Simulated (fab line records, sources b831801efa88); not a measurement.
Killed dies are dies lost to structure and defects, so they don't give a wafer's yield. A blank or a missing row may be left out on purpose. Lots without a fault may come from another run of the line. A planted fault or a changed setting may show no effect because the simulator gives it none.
A struck lot beside a sound one | flow sky130 | 17 steps out of a route of 708
Sound: wafers L985.1, L985.4, L985.6. Struck: wafers L983.3, L983.5, L983.6. The cause comes at the end.
At each step with rows: each side's tool, then ch and its chambers, then its first start. Under that, the readings that differ: sound wafers | struck wafers | difference of the means | sigmas: that difference in standard deviations of wafers without a fault.
alike: readings whose means differ by less than 2 such deviations, and words and numbers that are the same on both sides. not compared: withheld readings, readings that some wafer has no value for, bounds like >300 that may hide the same value, and numbers for which the record gives no deviation and whose values overlap.
The two part at a step that has a row with sigmas, a row that says differs or no value, or rows on one side only. Numbers that don't overlap but have no deviation are shown without sigmas and don't part them. A reading that every wafer of one side lacks parts them only if that side has two wafers or more.

first, 9 steps without rows for these wafers: SKY_CAP2M_CLEAN_17 (cleans in O3/DIW); SKY_METAL4_DEHYDRATE_05 (time 60 s); SKY_METAL4_HMDS_06 (prime time 60 s); SKY_METAL4_COAT_07 (resist thk 60 nm); SKY_METAL4_COAT_08 (resist thk 1140 nm); SKY_METAL4_SOFTBAKE_09 (time 90 s); SKY_METAL4_EXPOSE_10 (exposes mask MM4, target cd 300 nm); SKY_METAL4_PEB_11; SKY_METAL4_DEVELOP_12 (develop time 60 s).
SKY_METAL4_CD_MEAS_13: target cd 300 nm.
  sound on cd_sem-01, day 46 09:29; struck on cd_sem-01, day 45 17:11
  alike: cd_nm
SKY_METAL4_OVL_MEAS_14:
  sound on overlay-01, day 46 09:37; struck on overlay-01, day 45 17:17
  alike: METAL4_OVL
SKY_METAL4_DESCUM_15: chemistry O2, time 8 s.
  sound on rie_metal-02 ch 0,1, day 46 09:39; struck on rie_metal-04 ch 0,1, day 45 17:19
  alike: chamber_pressure_mTorr, drypump_motor_current_A, oes_product_au
  not compared: rf_hours_counter_h
SKY_METAL4_ETCH_16: etches BARC in N2/H2, stops on SiO2, time 88.2 s, target depth 60 nm.
  sound on rie_metal-02 ch 0,1, day 46 09:41; struck on rie_metal-04 ch 0,1, day 45 17:22
  reading                                       | sound                | struck               | difference | sigmas
  oes_product_au (a.u.)                         | 0.625 0.628 0.616    | 0.959 0.957 0.956    | +0.334     | +73
  run_length_s (s)                              | 116.1 116.2 116.7    | 81.5 81.5 81.9       | -34.7      | -52
  throttle_valve_pct (%)                        | 13.218 13.184 13.204 | 13.224 13.233 13.262 | +0.038     | +4
  model.KrF-thick_of_METAL4_COAT_08.thk_nm (nm) | 1077 1079 1075       | 1096 1095 1092       | +17        |
  model.METAL4.cd_nm (nm)                       | 303.2 301.9 301.4    | 309.2 306.2 305.7    | +4.9       |
  alike: chamber_pressure_mTorr, drypump_motor_current_A
  not compared: rf_hours_counter_h
SKY_METAL4_ETCH_17: etches SiO2 in C4F8/O2/Ar, stops on TiN, time 3.9 s, target depth 15 nm.
  sound on rie_diel-02 ch 0,2,3, day 46 09:47; struck on rie_diel-03 ch 1,3, day 45 17:26
  alike: chamber_pressure_mTorr, oes_product_au
SKY_METAL4_METAL_ETCH_18: etches the open film in Cl2/BCl3, stops on SiO2, target depth 845 nm, time 183.1 s.
  sound on rie_metal-04 ch 0,1, day 46 09:48; struck on rie_metal-03 ch 0,1, day 45 17:32
  reading                     | sound             | struck            | difference | sigmas
  drypump_motor_current_A (A) | 6.0 6.5 6.1       | 5.4 4.9 5.4       | -1.0       | -2
  run_length_s (s)            | 211.1 211.7 211.2 | 214.8 214.5 214.1 | +3.1       | +3
  alike: chamber_pressure_mTorr, oes_product_au, throttle_valve_pct
  not compared: rf_hours_counter_h, model.KrF-thick_of_METAL4_COAT_08.thk_nm, model.METAL4.cd_nm
SKY_METAL4_STRIP_19: strips in O2/N2.
  sound on plasma_asher-03 ch 0,1, day 46 09:59; struck on plasma_asher-04 ch 0,1, day 45 17:44
  alike: chamber_pressure_mTorr, drypump_motor_current_A, oes_product_au, strip_time_to_endpoint_s
  not compared: rf_hours_counter_h
then, 1 step without rows for these wafers: SKY_PAD_OPEN_PROBE_99.

WHERE THEY PART
First at SKY_METAL4_ETCH_16; last, within this record, at SKY_METAL4_METAL_ETCH_18. Later steps at which nothing parts them and some readings are alike: SKY_METAL4_STRIP_19.

WHY: what the simulator had put in
Process parameter drift: rie_metal-04, from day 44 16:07 on, at SKY_METAL4_ETCH_16. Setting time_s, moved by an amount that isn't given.
